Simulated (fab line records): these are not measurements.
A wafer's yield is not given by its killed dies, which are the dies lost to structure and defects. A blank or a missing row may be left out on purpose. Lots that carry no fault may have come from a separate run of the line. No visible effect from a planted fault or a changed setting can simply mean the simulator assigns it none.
Which tool is to blame? || flow sky130 || Sampling: 11 lots, 33 wafers, 2 of 708 route steps

## WHAT THE GAUGES SHOWED, per wafer
SKY_VIA4_OVL_MEAS_11. Usual: VIA4_OVL 0.5 nm, standard deviation 1.4.
{"lot": "L460", "measured": "day 44 20:09", "on": "overlay-01", "VIA4_OVL (nm)": "0.2 -0.1 -0.1", "flag": ""}
{"lot": "L461", "measured": "day 44 23:13", "on": "overlay-01", "VIA4_OVL (nm)": "-0.7 1.3 -0.1", "flag": ""}
{"lot": "L462", "measured": "day 45 03:20", "on": "overlay-02", "VIA4_OVL (nm)": "1.1 0.7 1.5", "flag": ""}
{"lot": "L464", "measured": "day 46 04:46", "on": "overlay-02", "VIA4_OVL (nm)": "1.8 1.1 2.5", "flag": ""}
{"lot": "L465", "measured": "day 46 10:52", "on": "overlay-01", "VIA4_OVL (nm)": "0.7 -0.5 0.7", "flag": ""}
{"lot": "L468", "measured": "day 46 17:36", "on": "overlay-01", "VIA4_OVL (nm)": "-2.2 -1.5 -3.5", "flag": ""}
{"lot": "L471", "measured": "day 47 08:42", "on": "overlay-02", "VIA4_OVL (nm)": "-0.2 -0.6 -0.7", "flag": ""}
{"lot": "L472", "measured": "day 47 13:52", "on": "overlay-02", "VIA4_OVL (nm)": "0.3 1.5 -0.2", "flag": ""}
{"lot": "L473", "measured": "day 48 03:33", "on": "overlay-01", "VIA4_OVL (nm)": "-1.0 2.5 -0.4", "flag": ""}
{"lot": "L474", "measured": "day 48 05:22", "on": "overlay-02", "VIA4_OVL (nm)": "1.1 1.3 0.9", "flag": ""}
{"lot": "L475", "measured": "day 48 09:38", "on": "overlay-01", "VIA4_OVL (nm)": "1.1 2.3 2.4", "flag": ""}

SKY_VIA4_THK_MEAS_20: measures by xrf. Usual: VIA4_W_THK 508 nm, standard deviation 7.4.
{"lot": "L460", "measured": "day 44 21:13", "on": "film metro-04", "VIA4_W_THK (nm)": "504 509 499", "flag": ""}
{"lot": "L461", "measured": "day 45 00:15", "on": "film metro-01", "VIA4_W_THK (nm)": "512 514 517", "flag": ""}
{"lot": "L462", "measured": "day 45 04:25", "on": "film metro-02", "VIA4_W_THK (nm)": "506 505 507", "flag": ""}
{"lot": "L464", "measured": "day 46 05:49", "on": "film metro-01", "VIA4_W_THK (nm)": "520 526 507", "flag": ""}
{"lot": "L465", "measured": "day 46 11:54", "on": "film metro-04", "VIA4_W_THK (nm)": "508 495 508", "flag": ""}
{"lot": "L468", "measured": "day 46 18:39", "on": "film metro-01", "VIA4_W_THK (nm)": "514 504 513", "flag": ""}
{"lot": "L471", "measured": "day 47 09:44", "on": "film metro-01", "VIA4_W_THK (nm)": "515 512 516", "flag": ""}
{"lot": "L472", "measured": "day 47 14:57", "on": "film metro-02", "VIA4_W_THK (nm)": "516 515 519", "flag": ""}
{"lot": "L473", "measured": "day 48 04:42", "on": "film metro-04", "VIA4_W_THK (nm)": "500 506 502", "flag": ""}
{"lot": "L474", "measured": "day 48 06:24", "on": "film metro-02", "VIA4_W_THK (nm)": "516 513 507", "flag": ""}
{"lot": "L475", "measured": "day 48 10:43", "on": "film metro-01", "VIA4_W_THK (nm)": "512 510 505", "flag": ""}

## WHAT TOOL EACH LOT RAN ON (gives the tool, then ch and the chambers of the sampled wafers, and finally the start)
There is no process step in the record ahead of these readings.

## WHAT THE TOOLS THEMSELVES READ (means of the sampled wafers that have a number; where no wafer has one, the mark that the record gives instead)
The record holds no such reading with a usual standard deviation.

## THE ANSWER, worked out from the rows above alone
Rule: a lot is off if the mean of its wafers that have a number lies more than 3 standard deviations from the usual mean. Also off: a lot with no number at a reading for which 4 or more lots have one. The other lots that the step has rows for count as sound. First the gauges in route order, then the tools' own readings, where a lot's mean is used as printed above. The first step at which some lot is off is used, and at that step the reading that is off furthest; a lot without a number counts as furthest.
Across all readings shown, no lot is off: no conclusion can be drawn from this.

## WHAT THE SIMULATOR HAD PUT IN
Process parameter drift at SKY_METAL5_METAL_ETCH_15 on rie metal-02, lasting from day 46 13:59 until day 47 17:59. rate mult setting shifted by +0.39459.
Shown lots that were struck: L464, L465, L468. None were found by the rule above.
